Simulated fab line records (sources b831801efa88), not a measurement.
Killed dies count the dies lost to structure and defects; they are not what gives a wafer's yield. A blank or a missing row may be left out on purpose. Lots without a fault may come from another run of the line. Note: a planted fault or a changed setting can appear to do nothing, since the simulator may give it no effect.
What tool caused it? || flow gf180mcu || Sampling: 14 lots, 42 wafers, 2 of 602 route steps

WHAT THE GAUGES SHOWED, per wafer
GF_V5_THK_MEAS_25: measures by xrf.
{"lot": "L921", "measured": "day 28 03:05", "on": "filmMetro-02", "V5_W_THK (nm)": "357 350 356"}
{"lot": "L923", "measured": "day 28 20:11", "on": "filmMetro-02", "V5_W_THK (nm)": "355 353 353"}
{"lot": "L924", "measured": "day 29 04:25", "on": "filmMetro-01", "V5_W_THK (nm)": "337 356 353"}
{"lot": "L925", "measured": "day 29 14:23", "on": "filmMetro-03", "V5_W_THK (nm)": "347 346 351"}
{"lot": "L931", "measured": "day 31 04:40", "on": "filmMetro-02", "V5_W_THK (nm)": "345 345 348"}
{"lot": "L932", "measured": "day 32 00:38", "on": "filmMetro-02", "V5_W_THK (nm)": "366 371 365"}
{"lot": "L934", "measured": "day 32 06:02", "on": "filmMetro-02", "V5_W_THK (nm)": "346 348 351"}
{"lot": "L933", "measured": "day 32 08:48", "on": "filmMetro-01", "V5_W_THK (nm)": "343 343 341"}
{"lot": "L935", "measured": "day 32 09:11", "on": "filmMetro-03", "V5_W_THK (nm)": "357 346 354"}
{"lot": "L937", "measured": "day 32 15:20", "on": "filmMetro-03", "V5_W_THK (nm)": "340 340 347"}
{"lot": "L938", "measured": "day 33 05:53", "on": "filmMetro-02", "V5_W_THK (nm)": "360 358 360"}
{"lot": "L939", "measured": "day 33 10:58", "on": "filmMetro-01", "V5_W_THK (nm)": "343 349 345"}
{"lot": "L940", "measured": "day 33 17:20", "on": "filmMetro-02", "V5_W_THK (nm)": "353 349 350"}
{"lot": "L941", "measured": "day 34 00:34", "on": "filmMetro-01", "V5_W_THK (nm)": "338 337 338"}

EACH LOT AND THE TOOL THAT RAN IT (in order: tool; ch and the chambers of the sampled wafers; start)
{"lot": "L921", "GF_POLY_GATE_STRIP_14": "plasmaAsher-04 ch 0,1, day 10 00:07"}
{"lot": "L923", "GF_POLY_GATE_STRIP_14": "plasmaAsher-04 ch 0, day 10 13:52"}
{"lot": "L924", "GF_POLY_GATE_STRIP_14": "plasmaAsher-01 ch 0,1, day 10 18:19"}
{"lot": "L925", "GF_POLY_GATE_STRIP_14": "plasmaAsher-04 ch 0,1, day 11 05:43"}
{"lot": "L931", "GF_POLY_GATE_STRIP_14": "plasmaAsher-03 ch 0,1, day 12 19:21"}
{"lot": "L932", "GF_POLY_GATE_STRIP_14": "plasmaAsher-03 ch 0,1, day 13 20:16"}
{"lot": "L934", "GF_POLY_GATE_STRIP_14": "plasmaAsher-04 ch 0,1, day 14 05:40"}
{"lot": "L933", "GF_POLY_GATE_STRIP_14": "plasmaAsher-01 ch 0,1, day 14 06:02"}
{"lot": "L935", "GF_POLY_GATE_STRIP_14": "plasmaAsher-03 ch 0,1, day 14 07:28"}
{"lot": "L937", "GF_POLY_GATE_STRIP_14": "plasmaAsher-04 ch 0,1, day 14 15:10"}
{"lot": "L938", "GF_POLY_GATE_STRIP_14": "plasmaAsher-04 ch 0,1, day 15 10:25"}
{"lot": "L939", "GF_POLY_GATE_STRIP_14": "plasmaAsher-04 ch 0,1, day 15 16:46"}
{"lot": "L940", "GF_POLY_GATE_STRIP_14": "plasmaAsher-03 ch 0,1, day 16 04:10"}
{"lot": "L941", "GF_POLY_GATE_STRIP_14": "plasmaAsher-01 ch 0,1, day 16 12:19"}
- GF_POLY_GATE_STRIP_14: strips in O2/N2.

WHAT THE TOOLS THEMSELVES READ (means of the sampled wafers that have a number; where no wafer has one, the mark that the record gives instead)
GF_POLY_GATE_STRIP_14.
{"lot": "L921", "tool": "plasmaAsher-04", "drypumpMotorCurrentA (A)": 6.2, "heaterPowerW (W)": 334, "oesProductAu (a.u.)": 0.507}
{"lot": "L923", "tool": "plasmaAsher-04", "drypumpMotorCurrentA (A)": 5.7, "heaterPowerW (W)": 323, "oesProductAu (a.u.)": 0.507}
{"lot": "L924", "tool": "plasmaAsher-01", "drypumpMotorCurrentA (A)": 5.0, "heaterPowerW (W)": 361, "oesProductAu (a.u.)": 0.505}
{"lot": "L925", "tool": "plasmaAsher-04", "drypumpMotorCurrentA (A)": 5.9, "heaterPowerW (W)": 330, "oesProductAu (a.u.)": 0.506}
{"lot": "L931", "tool": "plasmaAsher-03", "drypumpMotorCurrentA (A)": 5.6, "heaterPowerW (W)": 316, "oesProductAu (a.u.)": 0.511}
{"lot": "L932", "tool": "plasmaAsher-03", "drypumpMotorCurrentA (A)": 5.6, "heaterPowerW (W)": 311, "oesProductAu (a.u.)": 0.504}
{"lot": "L934", "tool": "plasmaAsher-04", "drypumpMotorCurrentA (A)": 6.2, "heaterPowerW (W)": 335, "oesProductAu (a.u.)": 0.507}
{"lot": "L933", "tool": "plasmaAsher-01", "drypumpMotorCurrentA (A)": 5.1, "heaterPowerW (W)": 368, "oesProductAu (a.u.)": 0.508}
{"lot": "L935", "tool": "plasmaAsher-03", "drypumpMotorCurrentA (A)": 5.6, "heaterPowerW (W)": 314, "oesProductAu (a.u.)": 0.506}
{"lot": "L937", "tool": "plasmaAsher-04", "drypumpMotorCurrentA (A)": 5.9, "heaterPowerW (W)": 339, "oesProductAu (a.u.)": 0.506}
{"lot": "L938", "tool": "plasmaAsher-04", "drypumpMotorCurrentA (A)": 5.9, "heaterPowerW (W)": 331, "oesProductAu (a.u.)": 0.509}
{"lot": "L939", "tool": "plasmaAsher-04", "drypumpMotorCurrentA (A)": 6.2, "heaterPowerW (W)": 339, "oesProductAu (a.u.)": 0.504}
{"lot": "L940", "tool": "plasmaAsher-03", "drypumpMotorCurrentA (A)": 5.6, "heaterPowerW (W)": 315, "oesProductAu (a.u.)": 0.505}
{"lot": "L941", "tool": "plasmaAsher-01", "drypumpMotorCurrentA (A)": 5.1, "heaterPowerW (W)": 366, "oesProductAu (a.u.)": 0.505}

THE ANSWER, worked out from the rows above alone
Rule: usual is defined by the lots themselves. The widest of any qualifying gaps counts: lots, ordered by their means at a reading, are off when they make up no more than a third of the lots, leave a main group of 4 or more, and stand apart from it by 3 or more times the standard deviation of that group's means. A main group whose means are all the same, to the digits that the tables above print for the reading, isn't used. Also off: a lot with no number at a reading for which 4 or more lots have one. The other lots that the step has rows for count as sound. First the gauges in route order, then the tools' own readings, where a lot's mean is used as printed above. At the first step where some lot is off, the reading lying furthest off is the one used; lots without a number count as furthest.
No lot is off at any reading shown: from this, nothing can be told.

WHAT THE SIMULATOR PUT IN
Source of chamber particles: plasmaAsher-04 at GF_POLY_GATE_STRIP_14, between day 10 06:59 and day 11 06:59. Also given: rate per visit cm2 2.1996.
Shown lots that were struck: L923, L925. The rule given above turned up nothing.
